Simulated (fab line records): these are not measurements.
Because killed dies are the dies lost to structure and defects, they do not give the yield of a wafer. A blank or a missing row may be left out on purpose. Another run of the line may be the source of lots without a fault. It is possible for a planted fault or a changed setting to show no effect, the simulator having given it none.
The tool behind it: which one?	flow sfqLine	15 lots, 45 wafers sampled, at 1 step of a route of 325

## WHAT THE GAUGES READ, wafer by wafer
No reading from a measuring or inspecting step in the record can be judged against a usual standard deviation.

## TOOL THAT RAN EACH LOT (tool first, then ch and the chambers of the sampled wafers, then the start)
lot	SFQ_TRILAYER_I2_VIA_BARC_OPEN_VIA_ETCH_096
L463	rieDiel-01 ch 2,3, day 21 09:41
L464	rieDiel-04 ch 0,1, day 21 19:17
L465	rieDiel-01 ch 0,1,2, day 22 12:05
L466	rieDiel-02 ch 0,3, day 22 21:41
L467	rieDiel-02 ch 2,3, day 23 01:17
L472	rieDiel-04 ch 1,2,3, day 26 01:00
L473	rieDiel-04 ch 1,3, day 26 19:00
L474	rieDiel-04 ch 1,2,3, day 26 23:49
L480	rieDiel-02 ch 2,3, day 29 01:14
L481	rieDiel-01 ch 0,3, day 29 09:44
L482	rieDiel-02 ch 0,2, day 29 16:56
L483	rieDiel-02 ch 0,1,3, day 29 21:44
L484	rieDiel-01 ch 1,2,3, day 30 06:08
L485	rieDiel-04 ch 2,3, day 30 08:32
L486	rieDiel-04 ch 0,1,3, day 31 04:44
- SFQ_TRILAYER_I2_VIA_BARC_OPEN_VIA_ETCH_096: etches BARC in O2, target depth 125 nm, time 41.7 s.

## WHAT THE TOOLS THEMSELVES READ (means of the sampled wafers that have a number; where no wafer has one, the mark that the record gives instead)
SFQ_TRILAYER_I2_VIA_BARC_OPEN_VIA_ETCH_096. Usual: chamberPressureMTorr 29.998 mTorr, standard deviation 0.026; drypumpMotorCurrentA 5.6 A, standard deviation 0.39; oesProductAu 0.685 a.u., standard deviation 0.0046.
lot	tool	chamberPressureMTorr (mTorr)	drypumpMotorCurrentA (A)	oesProductAu (a.u.)	flag
L463	rieDiel-01	29.997	5.8	0.685	
L464	rieDiel-04	29.976	5.1	0.678	
L465	rieDiel-01	30.019	5.6	0.690	
L466	rieDiel-02	29.981	5.4	0.690	
L467	rieDiel-02	29.996	5.6	0.683	
L472	rieDiel-04	35.988	5.6	0.683	OFF
L473	rieDiel-04	36.008	5.5	0.681	OFF
L474	rieDiel-04	35.997	5.6	0.683	OFF
L480	rieDiel-02	29.986	5.6	0.687	
L481	rieDiel-01	29.997	5.4	0.684	
L482	rieDiel-02	29.997	6.1	0.680	
L483	rieDiel-02	29.996	5.5	0.684	
L484	rieDiel-01	30.013	5.9	0.687	
L485	rieDiel-04	29.967	5.9	0.685	
L486	rieDiel-04	29.989	5.3	0.690	

## THE ANSWER, worked out from the rows above alone
Rule: a lot is off if the mean of its wafers that have a number lies more than 3 standard deviations from the usual mean. A lot without any number at a reading at which 4 lots or more have one is off too. All remaining lots with rows at the step are treated as sound. The gauges are gone through in route order, then the tools' own readings, and for those a lot's mean is taken as printed above. At the first step where some lot is off, the reading lying furthest off is the one used; lots without a number count as furthest.
Off: L472, L473, L474 (SFQ_TRILAYER_I2_VIA_BARC_OPEN_VIA_ETCH_096, chamberPressureMTorr).
If a tool, at that step or one of the process steps before it, ran each lot that is off and ran no sound lot following the first of them, it fits. None of those tried fits.

## WHAT WAS PUT IN BY THE SIMULATOR
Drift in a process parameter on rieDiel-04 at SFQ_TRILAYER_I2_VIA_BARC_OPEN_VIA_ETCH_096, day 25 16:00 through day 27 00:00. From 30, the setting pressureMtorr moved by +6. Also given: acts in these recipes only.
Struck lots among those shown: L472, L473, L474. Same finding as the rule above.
